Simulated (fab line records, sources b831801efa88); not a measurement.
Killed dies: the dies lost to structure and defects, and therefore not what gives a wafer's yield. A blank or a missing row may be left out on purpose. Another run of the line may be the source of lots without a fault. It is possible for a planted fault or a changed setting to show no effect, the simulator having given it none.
fab line records | flow sky130
[record] lots = 7 wafers = 21 lastDay = 49
route steps=708 shown VIA4@660 METAL5@661 PAD_OPEN@708
lots that met no fault: taken from a fault-free run of the same line
startH: the number of hours between the record's first day and the start of the first shown wafer of the lot | waitH: hours elapsed since this lot's preceding step | " identical to the entry in the row above | L1.1+2: one row covering several wafers at once | - no value, or no start was given | * or withheld: withheld | < > ~ a bound
route shown NAME@n: names a module that has steps shown in the file, with the first one's number in the route | usual: the fault-free wafers' mean and standard deviation | same: alike in all rows | chamber/n: place in a boat | sites: each site's reading | _std_site: standard deviation across them | _edge_site: inner sites' mean taken away from outer sites' mean | radiusMm: how far each site lies from the wafer's centre | mask NAME#n: copy n | behind: the last tool/chamber to shape the wafer | hold: the reason the lot was held/the length of the hold in hours/how it ended | device: the transistor (n, p or np) that didn't switch | end of line: at the end of the route, the tests of the same wafers | a step with no rows: only its recipe | killed: at the first sort, the dies lost to defects and structure; wafer yield is something else | map: a wafer's dies, x killed, . not, _ none there
set.NAME: the setting that was run; set.NAME@STEP: the one run at that earlier step | model.NAME: the simulator's own value behind a step, which no gauge read
certain route steps with their lots: each step a table, each wafer a row
services: when a tool's chamber went out of use (startH, in hours from the record's first day, below 0 if earlier), for how many hours, and the reason
[[steps]]
[step SKY_VIA4_CMP_21]
[recipe] stopOn = SiO2 tOverpolishS = 25 downForcePsi = 3.5 platenRpm = 60 targetThkNm = 0 padVelocityMS = 0.94248
[step SKY_METAL5_SPUTTER_00]
[recipe] material = Ti targetThkNm = 15 powerW = 3000 timeS = 10 chamberPressurePa = 0.4
[usual] chamberPressurePa = 0.3999/0.00078 throttleValvePct = 29.7/1.2
// columns lot.wafer tool chamber startH waitH chamberPressurePa throttleValvePct
L215.1 pvdSputter-03 - 1024.26 0.1 0.3997 31.2
L215.2 " - " " 0.4006 31.5
L215.4 " - " " 0.4002 31.0
L216.3 pvdSputter-01 - 1025.14 0.2 0.4000 28.8
L216.4 " - " " 0.3987 31.4
L216.6 " - " " 0.4002 28.8
L222.3 pvdSputter-01 - 1058.79 0.1 0.3988 28.9
L222.5 " - " " 0.3995 29.3
L222.6 " - " " 0.3990 29.0
L223.2 pvdSputter-02 - 1068.29 0.2 0.3998 30.0
L223.5 " - " " 0.3996 31.4
L223.6 " - " " 0.3997 29.7
L224.3 pvdSputter-03 - 1074.86 0.2 0.3993 31.2
L224.4 " - " " 0.3996 29.1
L224.5 " - " " 0.3996 29.0
L230.1 pvdSputter-02 - 1109.71 0.2 0.4013 30.0
L230.4 " - " " 0.4001 30.5
L230.5 " - " " 0.3999 28.0
L231.2 pvdSputter-02 - 1116.76 0.2 0.4004 28.1
L231.3 " - " " 0.4005 29.7
L231.4 " - " " 0.3990 31.4
[step SKY_METAL5_SPUTTER_01]
[recipe] material = TiN targetThkNm = 20 powerW = 6500 timeS = 16.7 chamberPressurePa = 0.4
[usual] chamberPressurePa = 0.4000/0.00076 throttleValvePct = 29.7/1.2
// columns lot.wafer tool chamber startH waitH chamberPressurePa throttleValvePct
L215.1 pvdSputter-03 - 1024.28 0.0 0.3988 31.0
L215.2 " - " " 0.3999 31.5
L215.4 " - " " 0.4004 31.0
L216.3 pvdSputter-01 - 1025.16 0.0 0.4015 28.9
L216.4 " - " " 0.4000 31.5
L216.6 " - " " 0.4008 28.6
L222.3 pvdSputter-01 - 1058.81 0.0 0.3997 28.9
L222.5 " - " " 0.4000 29.2
L222.6 " - " " 0.4000 29.0
L223.2 pvdSputter-02 - 1068.32 0.0 0.4009 30.1
L223.5 " - " " 0.3994 31.3
L223.6 " - " " 0.4014 29.7
L224.3 pvdSputter-03 - 1074.88 0.0 0.4013 30.9
L224.4 " - " " 0.4008 29.0
L224.5 " - " " 0.4008 29.1
L230.1 pvdSputter-02 - 1109.73 0.0 0.3992 30.0
L230.4 " - " " 0.3995 30.0
L230.5 " - " " 0.4000 28.2
L231.2 pvdSputter-02 - 1116.78 0.0 0.3987 27.7
L231.3 " - " " 0.4006 29.9
L231.4 " - " " 0.3994 31.4
[step SKY_METAL5_SPUTTER_02]
[recipe] material = AlCu targetThkNm = 1150 powerW = 10600 timeS = 61.2 chamberPressurePa = 0.4
[usual] chamberPressurePa = 0.4000/0.00078 throttleValvePct = 29.7/1.2
// columns lot.wafer tool chamber startH waitH chamberPressurePa throttleValvePct
L215.1 pvdSputter-03 - 1024.31 0.0 0.3998 30.9
L215.2 " - " " 0.4001 31.1
L215.4 " - " " 0.3997 31.2
L216.3 pvdSputter-01 - 1025.19 0.0 0.3990 28.9
L216.4 " - " " 0.4007 31.6
L216.6 " - " " 0.3981 28.6
L222.3 pvdSputter-01 - 1058.84 0.0 0.4001 28.8
L222.5 " - " " 0.4007 29.4
L222.6 " - " " 0.3994 29.0
L223.2 pvdSputter-02 - 1068.34 0.0 0.4011 30.1
L223.5 " - " " 0.4000 31.2
L223.6 " - " " 0.3993 29.7
L224.3 pvdSputter-03 - 1074.91 0.0 0.4000 31.2
L224.4 " - " " 0.4004 28.9
L224.5 " - " " 0.4006 29.1
L230.1 pvdSputter-02 - 1109.75 0.0 0.4007 29.9
L230.4 " - " " 0.4011 30.0
L230.5 " - " " 0.4014 27.7
L231.2 pvdSputter-02 - 1116.81 0.0 0.4008 27.8
L231.3 " - " " 0.4010 30.0
L231.4 " - " " 0.3998 31.3
[step SKY_METAL5_SPUTTER_03]
[recipe] material = Ti targetThkNm = 5 powerW = 3000 timeS = 3.3 chamberPressurePa = 0.4132
[usual] chamberPressurePa = 0.4133/0.00074 throttleValvePct = 29.7/1.2
// columns lot.wafer tool chamber startH waitH chamberPressurePa throttleValvePct
L215.1 pvdSputter-03 - 1024.36 0.0 0.4138 30.9
L215.2 " - " " 0.4117 31.5
L215.4 " - " " 0.4125 31.1
L216.3 pvdSputter-01 - 1025.24 0.0 0.4135 28.9
L216.4 " - " " 0.4130 31.5
L216.6 " - " " 0.4125 28.5
L222.3 pvdSputter-01 - 1058.89 0.0 0.4140 29.0
L222.5 " - " " 0.4143 29.4
L222.6 " - " " 0.4136 29.1
L223.2 pvdSputter-02 - 1068.39 0.0 0.4133 30.1
L223.5 " - " " 0.4127 31.5
L223.6 " - " " 0.4144 29.9
L224.3 pvdSputter-03 - 1074.96 0.0 0.4130 31.6
L224.4 " - " " 0.4128 28.9
L224.5 " - " " 0.4136 29.0
L230.1 pvdSputter-02 - 1109.80 0.0 0.4129 30.0
L230.4 " - " " 0.4135 30.3
L230.5 " - " " 0.4133 27.7
L231.2 pvdSputter-02 - 1116.86 0.0 0.4140 27.8
L231.3 " - " " 0.4132 29.9
L231.4 " - " " 0.4132 31.1
[step SKY_METAL5_SPUTTER_04]
[recipe] material = TiN targetThkNm = 70 powerW = 6500 timeS = 58.3 chamberPressurePa = 0.4
[usual] chamberPressurePa = 0.4001/0.00083 throttleValvePct = 29.7/1.2
// columns lot.wafer tool chamber startH waitH chamberPressurePa throttleValvePct
L215.1 pvdSputter-03 - 1024.38 0.0 0.4000 30.9
L215.2 " - " " 0.4029 31.6
L215.4 " - " " 0.4017 31.2
L216.3 pvdSputter-01 - 1025.25 0.0 0.3998 28.3
L216.4 " - " " 0.3995 31.5
L216.6 " - " " 0.3997 28.4
L222.3 pvdSputter-01 - 1058.91 0.0 0.3996 28.9
L222.5 " - " " 0.3999 29.4
L222.6 " - " " 0.3995 28.7
L223.2 pvdSputter-02 - 1068.41 0.0 0.4011 30.1
L223.5 " - " " 0.4011 31.3
L223.6 " - " " 0.3996 29.9
L224.3 pvdSputter-03 - 1074.98 0.0 0.4019 31.4
L224.4 " - " " 0.4006 28.9
L224.5 " - " " 0.4005 29.0
L230.1 pvdSputter-02 - 1109.82 0.0 0.4015 30.1
L230.4 " - " " 0.4000 29.9
L230.5 " - " " 0.4014 27.9
L231.2 pvdSputter-02 - 1116.87 0.0 0.4004 28.0
L231.3 " - " " 0.4005 29.9
L231.4 " - " " 0.4005 31.4
[step SKY_METAL5_RS_MEAS_05]
[recipe] thkMeasGauge = four-point-probe reads = TiN_of_METAL5_SPUTTER_04+Ti_of_METAL5_SPUTTER_03+AlCu_of_METAL5_SPUTTER_02+TiN_of_METAL5_SPUTTER_01+Ti_of_METAL5_SPUTTER_00
[usual] METAL5_ALCU_RS = 0.02688/0.00026
// columns lot.wafer tool chamber startH waitH METAL5_ALCU_RS[ohm/sq]
L215.1 filmMetro-04 - 1024.43 0.0 0.02727
L215.2 " - " " 0.02731
L215.4 " - " " 0.02754
L216.3 filmMetro-03 - 1025.34 0.1 0.02686
L216.4 " - " " 0.02649
L216.6 " - " " 0.02689
L222.3 filmMetro-01 - 1059.00 0.1 0.02672
L222.5 " - " " 0.02698
L222.6 " - " " 0.02689
L223.2 filmMetro-01 - 1068.48 0.0 0.02672
L223.5 " - " " 0.02683
L223.6 " - " " 0.02671
L224.3 filmMetro-01 - 1075.07 0.1 0.02725
L224.4 " - " " 0.02736
L224.5 " - " " 0.02711
L230.1 filmMetro-04 - 1109.87 0.0 0.02656
L230.4 " - " " 0.02653
L230.5 " - " " 0.02663
L231.2 filmMetro-01 - 1116.94 0.0 0.02708
L231.3 " - " " 0.02653
L231.4 " - " " 0.02708
[step SKY_METAL5_THK_MEAS_06]
[recipe] thkMeasGauge = xrf reads = AlCu_of_METAL5_SPUTTER_02
[usual] METAL5_ALCU_THK = 1160/12
// columns lot.wafer tool chamber startH waitH METAL5_ALCU_THK[nm]
L215.1 filmMetro-04 - 1024.55 0.1 1151
L215.2 " - " " 1145
L215.4 " - " " 1144
L216.3 filmMetro-03 - 1025.44 0.1 1167
L216.4 " - " " 1177
L216.6 " - " " 1153
L222.3 filmMetro-01 - 1059.10 0.1 1164
L222.5 " - " " 1153
L222.6 " - " " 1150
L223.2 filmMetro-01 - 1068.59 0.1 1155
L223.5 " - " " 1161
L223.6 " - " " 1166
L224.3 filmMetro-01 - 1075.17 0.1 1138
L224.4 " - " " 1135
L224.5 " - " " 1144
L230.1 filmMetro-04 - 1109.99 0.1 1176
L230.4 " - " " 1178
L230.5 " - " " 1174
L231.2 filmMetro-01 - 1117.05 0.1 1153
L231.3 " - " " 1180
L231.4 " - " " 1148
[step SKY_METAL5_DEHYDRATE_07]
[recipe] tempC = 200 timeS = 60
[step SKY_METAL5_HMDS_08]
[recipe] primeTimeS = 60 primeTempC = 120
[step SKY_METAL5_COAT_09]
[recipe] resist = NOVOLAK spinRpm = 3000 resistThkNm = 1800
[step SKY_METAL5_SOFTBAKE_10]
[recipe] tempC = 90 timeS = 60 resist = NOVOLAK
[step SKY_METAL5_EXPOSE_11]
[recipe] maskId = MM5 na = 0.6 sourceShape = conventional sigmaOuter = 0.6 polarization = unpolarized targetCdNm = 1600 doseMj = 190
// columns lot.wafer tool chamber startH waitH mask model.METAL5.overlayXNm
L215.1+2+4 ilineStepper-02 0 1035.80 - MM5#0 0.212
L216.3+4+6 ilineStepper-01 0 1036.17 - MM5#0 0.6915
L222.3+5+6 ilineStepper-01 0 1070.69 - MM5#0 321.3
L223.2+5+6 ilineStepper-01 0 1078.43 - MM5#0 322.3
L224.3+4+5 ilineStepper-01 0 1085.41 - MM5#0 321.6
L230.1+4+5 ilineStepper-02 0 1119.74 - MM5#0 -0.5004
L231.2+3+4 ilineStepper-02 0 1126.23 - MM5#0 -0.03123
[step SKY_METAL5_PEB_12]
[recipe] tempC = withheld timeS = * resist = NOVOLAK
[step SKY_PAD_OPEN_PROBE_99]
[usual] defectLimitedYield = 82.6/1.8 killed_at_M0_to_M3 = 43/6.6 killed_at_M4_up = 3.4/1.8 killedAtContacts = 24/4.9 killedAtFrontEnd = 15/4.1 killedAtOther = 0.3/0.55 killedDies = 85/8.8 killedOpen = 46/6.1 killedShort = 39/5.7 sort_bin_3_pad_short = 0.9/0.41 sort_bin_5_function = 10.1/1.5 sort_bin_6_memory = 6.4/1 sortNPass = 407/8.8 sortYieldPct = 82.6/1.8
[same] grossDies = 492 killedAtBackSide = 0 sort_bin_4_leakage[%] = 0 sort_bin_8_speed[%] = 0
// columns lot.wafer tool chamber startH waitH defectLimitedYield[%] killed_at_M0_to_M3 killed_at_M4_up killedAtContacts killedAtFrontEnd killedAtOther killedDies killedOpen killedShort sort_bin_3_pad_short[%] sort_bin_5_function[%] sort_bin_6_memory[%] sortNPass sortYieldPct[%] model.etest.via4Chain.rcOhm
L215.1 prober-01 - 1093.30 0.1 79.5 52 7 28 14 0 101 57 44 1.4 11.6 7.5 391 79.5 0.8206
L215.2 prober-01 - 1093.35 0.1 81.9 35 3 33 17 1 89 47 41 1.2 12.2 4.7 403 81.9 0.8036
L215.4 prober-01 - 1093.45 0.2 81.1 45 5 31 12 0 93 41 52 1.0 10.6 7.3 399 81.1 0.797
L216.3 prober-02 - 1093.81 0.2 83.1 39 4 21 19 0 83 41 42 0.4 8.5 7.9 409 83.1 0.7877
L216.4 prober-02 - 1093.86 0.2 82.5 36 3 32 14 1 86 50 36 1.2 8.9 7.3 406 82.5 0.7914
L216.6 prober-02 - 1093.96 0.2 85.6 35 4 22 10 0 71 32 39 0.4 8.3 5.7 421 85.6 0.8271
L222.3 prober-02 - 1124.96 0.2 84.8 40 3 17 15 0 75 36 39 1.8 8.1 5.3 417 84.8 0.8754
L222.5 prober-02 - 1125.06 0.2 83.3 43 5 23 11 0 82 52 30 0 8.9 7.7 410 83.3 0.8817
L222.6 prober-02 - 1125.11 0.2 83.1 43 5 20 13 2 83 46 37 1.6 10.4 4.9 409 83.1 0.8948
L223.2 prober-01 - 1131.55 0.1 83.7 37 4 20 19 0 80 50 30 1.0 10.6 4.7 412 83.7 0.9261
L223.5 prober-01 - 1131.70 0.2 83.5 37 4 26 14 0 81 42 39 0.8 9.6 6.1 411 83.5 0.8757
L223.6 prober-01 - 1131.75 0.2 82.5 38 6 24 17 1 86 45 41 0.6 11.0 5.9 406 82.5 0.9315
L224.3 prober-02 - 1139.37 0.2 82.5 40 4 28 13 1 86 48 38 1.6 8.9 6.9 406 82.5 0.9264
L224.4 prober-02 - 1139.42 0.2 81.5 46 4 23 18 0 91 50 41 0.4 10.4 7.7 401 81.5 0.9095
L224.5 prober-02 - 1139.47 0.2 79.9 49 3 35 12 0 99 52 47 0.8 11.8 7.5 393 79.9 0.9319
L230.1 prober-02 - 1167.93 0.1 84.1 45 6 14 13 0 78 36 42 0.8 8.7 6.3 414 84.1 0.7567
L230.4 prober-02 - 1168.08 0.2 83.5 36 3 26 16 0 81 43 38 1.0 8.7 6.7 411 83.5 0.7757
L230.5 prober-02 - 1168.13 0.2 82.5 44 2 26 14 0 86 42 44 1.6 9.3 6.5 406 82.5 0.818
L231.2 prober-01 - 1174.45 0.1 84.6 39 1 20 16 0 76 38 38 0.4 9.1 5.9 416 84.6 0.83
L231.3 prober-01 - 1174.50 0.2 82.7 37 5 22 20 1 85 51 34 0.8 11.6 4.9 407 82.7 0.8148
L231.4 prober-01 - 1174.55 0.2 80.7 47 4 27 17 0 95 51 42 2.2 9.8 7.3 397 80.7 0.7807
// killed by level:class
L215.1 CONTACT:geometricParticle:open=16 METAL2:geometricParticle:short=12 VIA1:geometricParticle:open=9 VIA2:geometricParticle:open=8 VIA1:geometricParticle:short=7 VIA3:geometricParticle:open=7 LI_CONTACT:geometricParticle:open=6 FIELD_ISO:geometricParticle:short=4
L215.2 VIA1:geometricParticle:open=10 CONTACT:geometricParticle:open=9 LI_CONTACT:geometricParticle:open=7 LOCAL_INTERCONNECT:geometricParticle:short=6 CONTACT:geometricParticle:short=5 VIA3:geometricParticle:open=5 FIELD_ISO:geometricParticle:short=4 LI_CONTACT:geometricParticle:short=4
L215.4 CONTACT:geometricParticle:open=10 METAL1:geometricParticle:short=7 VIA2:geometricParticle:short=7 LI_CONTACT:geometricParticle:short=6 LI_CONTACT:geometricParticle:open=6 CONTACT:geometricParticle:short=6 VIA1:geometricParticle:open=6 POLY_GATE:geometricParticle:short=5
L216.3 CONTACT:geometricParticle:open=8 VIA1:geometricParticle:open=7 POLY_GATE:geometricParticle:open=6 VIA2:geometricParticle:open=6 CONTACT:geometricParticle:short=5 METAL1:geometricParticle:short=5 VIA1:geometricParticle:short=5 VIA3:geometricParticle:open=5
L216.4 CONTACT:geometricParticle:open=17 VIA1:geometricParticle:open=7 VIA3:geometricParticle:open=7 CONTACT:geometricParticle:short=6 VIA1:geometricParticle:short=5 POLY_GATE:geometricParticle:open=4 LOCAL_INTERCONNECT:geometricParticle:short=4 METAL1:geometricParticle:short=4
L216.6 CONTACT:geometricParticle:open=8 METAL1:geometricParticle:short=7 VIA1:geometricParticle:open=7 CONTACT:geometricParticle:short=6 VIA2:geometricParticle:short=6 METAL2:geometricParticle:short=4 POLY_GATE:geometricParticle:open=3 LI_CONTACT:geometricParticle:open=3
L222.3 VIA3:geometricParticle:open=9 CONTACT:geometricParticle:open=7 LI_CONTACT:geometricParticle:open=6 METAL2:geometricParticle:short=6 FIELD_ISO:geometricParticle:short=5 VIA2:geometricParticle:open=5 VIA2:geometricParticle:short=5 POLY_GATE:geometricParticle:short=4
L222.5 VIA1:geometricParticle:open=14 VIA3:geometricParticle:open=10 LI_CONTACT:geometricParticle:open=9 LOCAL_INTERCONNECT:geometricParticle:short=6 METAL1:geometricParticle:short=4 VIA2:geometricParticle:open=4 METAL3:geometricParticle:short=4 FIELD_ISO:geometricParticle:open=3
L222.6 VIA1:geometricParticle:open=9 VIA2:geometricParticle:open=9 LI_CONTACT:geometricParticle:open=6 METAL2:geometricParticle:short=6 VIA3:geometricParticle:open=6 CONTACT:geometricParticle:short=5 LOCAL_INTERCONNECT:geometricParticle:short=4 VIA1:geometricParticle:short=4
L223.2 VIA1:geometricParticle:open=14 CONTACT:geometricParticle:open=10 POLY_GATE:geometricParticle:open=5 LOCAL_INTERCONNECT:geometricParticle:short=5 VIA3:geometricParticle:open=5 FIELD_ISO:geometricParticle:short=4 LI_CONTACT:geometricParticle:open=4 VIA1:geometricParticle:short=4
L223.5 CONTACT:geometricParticle:open=9 VIA3:geometricParticle:open=7 FIELD_ISO:geometricParticle:short=6 METAL1:geometricParticle:short=6 VIA2:geometricParticle:open=6 VIA1:geometricParticle:open=5 POLY_GATE:geometricParticle:open=4 LI_CONTACT:geometricParticle:open=4
L223.6 VIA1:geometricParticle:open=10 METAL1:geometricParticle:short=8 CONTACT:geometricParticle:open=8 VIA3:geometricParticle:open=6 POLY_GATE:geometricParticle:open=5 POLY_GATE:geometricParticle:short=5 LOCAL_INTERCONNECT:geometricParticle:short=5 CONTACT:geometricParticle:short=5
L224.3 LI_CONTACT:geometricParticle:open=13 CONTACT:geometricParticle:open=7 VIA2:geometricParticle:open=7 VIA1:geometricParticle:short=7 VIA3:geometricParticle:open=6 LI_CONTACT:geometricParticle:short=5 POLY_GATE:geometricParticle:open=4 VIA1:geometricParticle:open=4
L224.4 LI_CONTACT:geometricParticle:open=11 VIA1:geometricParticle:open=11 VIA2:geometricParticle:open=7 VIA2:geometricParticle:short=6 FIELD_ISO:geometricParticle:short=5 FIELD_ISO:geometricParticle:open=5 CONTACT:geometricParticle:short=5 METAL2:geometricParticle:short=5
L224.5 CONTACT:geometricParticle:open=11 VIA1:geometricParticle:short=8 VIA2:geometricParticle:open=8 VIA3:geometricParticle:open=7 LI_CONTACT:geometricParticle:short=7 VIA1:geometricParticle:open=6 LI_CONTACT:geometricParticle:open=6 CONTACT:geometricParticle:short=5
L230.1 METAL1:geometricParticle:short=9 METAL2:geometricParticle:short=6 VIA1:geometricParticle:open=6 VIA1:geometricParticle:short=6 VIA2:geometricParticle:open=6 POLY_GATE:geometricParticle:short=5 LI_CONTACT:geometricParticle:open=4 CONTACT:geometricParticle:open=4
L230.4 CONTACT:geometricParticle:open=10 VIA1:geometricParticle:open=7 POLY_GATE:geometricParticle:open=6 LI_CONTACT:geometricParticle:open=5 VIA2:geometricParticle:open=5 LI_CONTACT:geometricParticle:short=4 CONTACT:geometricParticle:short=4 METAL1:geometricParticle:short=4
L230.5 LI_CONTACT:geometricParticle:open=11 METAL1:geometricParticle:short=8 VIA3:geometricParticle:open=7 POLY_GATE:geometricParticle:open=6 LOCAL_INTERCONNECT:geometricParticle:short=6 VIA1:geometricParticle:short=6 VIA2:geometricParticle:open=6 VIA1:geometricParticle:open=4
L231.2 CONTACT:geometricParticle:open=11 VIA1:geometricParticle:open=8 FIELD_ISO:geometricParticle:short=7 VIA2:geometricParticle:open=5 METAL1:geometricParticle:short=5 VIA3:geometricParticle:open=4 METAL2:geometricParticle:short=4 VIA2:geometricParticle:short=4
L231.3 VIA1:geometricParticle:open=10 CONTACT:geometricParticle:open=9 FIELD_ISO:geometricParticle:short=7 VIA2:geometricParticle:open=7 LI_CONTACT:geometricParticle:open=6 CONTACT:geometricParticle:short=5 VIA3:geometricParticle:open=5 FIELD_ISO:geometricParticle:open=4
L231.4 VIA2:geometricParticle:open=11 VIA1:geometricParticle:open=10 CONTACT:geometricParticle:open=10 LOCAL_INTERCONNECT:geometricParticle:short=6 CONTACT:geometricParticle:short=6 METAL3:geometricParticle:short=6 LI_CONTACT:geometricParticle:open=5 FIELD_ISO:geometricParticle:open=4
[[services]]
// columns tool chamber startH hours kind
pvdSputter-02 - 1002.10 4.2 repair
pvdSputter-03 0 1017.86 - consumableReplace:kit
pvdSputter-03 0 1017.86 18.0 scheduledDown
pvdSputter-03 0 1017.86 18.0 ventCycle
ilineStepper-02 - 1034.22 1.0 repair
pvdSputter-03 - 1054.24 5.1 repair
pvdSputter-01 - 1061.42 31.2 repair
pvdSputter-03 - 1077.57 2.4 repair
pvdSputter-03 - 1085.66 2.0 repair
pvdSputter-02 3 1097.53 - consumableReplace:kit
pvdSputter-02 3 1097.53 18.0 scheduledDown
pvdSputter-02 3 1097.53 18.0 ventCycle
pvdSputter-03 3 1097.84 - consumableReplace:kit
pvdSputter-03 3 1097.84 18.0 scheduledDown
pvdSputter-03 3 1097.84 18.0 ventCycle
pvdSputter-03 - 1103.41 1.7 repair
pvdSputter-01 - 1109.38 3.7 repair
pvdSputter-03 - 1114.07 4.1 repair
pvdSputter-01 3 1117.69 - consumableReplace:kit
pvdSputter-01 3 1117.69 18.0 scheduledDown
pvdSputter-01 3 1117.69 18.0 ventCycle
[[key]]
firstSign none at tools or gauges
[modelEffect] step = SKY_METAL5_EXPOSE_11 value = METAL5.overlayXNm without = 0.001426 struck = 321.7
[modelEffect] step = SKY_PAD_OPEN_PROBE_99 value = etest.via4Chain.rcOhm without = 0.803 struck = 0.9059
metAt SKY_METAL5_EXPOSE_11
struckWafers L222.3,L222.5,L222.6,L223.2,L223.5,L223.6,L224.3,L224.4,L224.5
onsetBetween 1036.17 1070.69
[fault] kind = scannerMatchingOverlay tool = ilineStepper-01 chamber = - onsetH = 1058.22 steps = SKY_METAL5_EXPOSE_11 offset = 321.73
